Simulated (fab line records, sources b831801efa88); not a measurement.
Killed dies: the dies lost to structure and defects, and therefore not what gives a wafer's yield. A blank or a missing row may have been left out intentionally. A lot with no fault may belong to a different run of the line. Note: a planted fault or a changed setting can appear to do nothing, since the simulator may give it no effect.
Problem report in the 8D (eight disciplines) form, filled by code    flow gf180mcu    the parts of the form that need people (team, actions taken, sign-off) are left out

1. THE PROBLEM
Wafers free of any fault read 0.329 ohm/sq (standard deviation 0.0039) for V5_W_RS at GF_V5_RS_MEAS_24, against a mean of 0.303 ohm/sq on 4 wafers of 3 lots. That puts it -6.5 standard deviations away from the usual mean.
The step: measures by four-point-probe.
Seen first at day 31 23:01 on film_metro-03, wafer L253.1. The record holds 36 wafers of 12 lots with a number at this step. Rule for "out" (also "out of limits"): further than 4 standard deviations from the usual mean. The other wafers with a number count as sound.

2. WHAT IT IS, WHAT IT ISN'T
question                     is                              is not
which readings at this step  V5_W_RS                         -
which lots                   L252, L253, L254                L238, L239, L240, L245, L246, L248, L249, L255, L261
which wafers of those lots   L252.4, L253.1, L253.4, L254.3  L252.1, L252.6, L253.3, L254.2, L254.5
read on which gauges         film_metro-01, film_metro-03    film_metro-02
when                         from day 31 23:01               up to then (22 sound wafers); but 10 sound wafers of L252, L254, L255, L261 came after

3. WHAT RULES OUT EACH SUSPECT
Counting: if a tool at a process step up to the reading ran every lot that is out, it stays a suspect. Sound lots after the first of them don't rule it out here, since some wafers of a struck lot are sound.
- the gauge at GF_V5_RS_MEAS_24: ruled out. Those wafers that are out were read across 2 gauges (film_metro-01, film_metro-03).
- cvd_w-02 at GF_V5_CVD_23 (deposits W, target thk 350 nm, time 104.9 s): kept. It processed each lot that is out (first: L253, day 31 22:50); up to then, its last sound lot is L249 (day 31 05:50).
- Within cvd_w-02 at GF_V5_CVD_23: the wafers that are out ran in chamber 0; their sound lot-mates ran in chamber 1.
After counting, what remains is cvd_w-02 at GF_V5_CVD_23.

4. THE CAUSE (what the simulator had put in)
cvd_w-02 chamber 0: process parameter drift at GF_V5_CVD_23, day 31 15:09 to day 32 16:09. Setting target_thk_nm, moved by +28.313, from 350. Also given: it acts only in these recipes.
Counting left only this tool.

5. THE EFFECT CHAIN, in route order
Each row: a reading whose mean over the struck wafers that have a number lies more than 3 standard deviations from the usual. Scope: only readings with a usual standard deviation given in the record; hours: median across lots of the time from each lot's start at the first step in this table that gives one to its start at this step; sigmas: change in usual standard deviations.
hours  step               reading   usual         on struck wafers  change  sigmas
0      GF_V5_RS_MEAS_24   V5_W_RS   0.329 ohm/sq  0.303             -0.026  -6.5
0      GF_V5_THK_MEAS_25  V5_W_THK  351 nm        380               +29     +6.9

6. WHAT WOULD HAVE CAUGHT IT SOONER
8 hours passed between the start of the fault at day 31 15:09 and the first reading out of limits at a measuring or inspecting step in this record, taken at day 31 23:01.
An alarm limit of 4 standard deviations would not have fired on the tool readings at GF_V5_CVD_23 for which the record gives a usual standard deviation, since none of them was out on any struck wafer.
L252, L254, from the lots that are out (3), started GF_V5_CVD_23 on cvd_w-02 later than day 31 23:01. A hold on the tool at that time would have spared those 2.
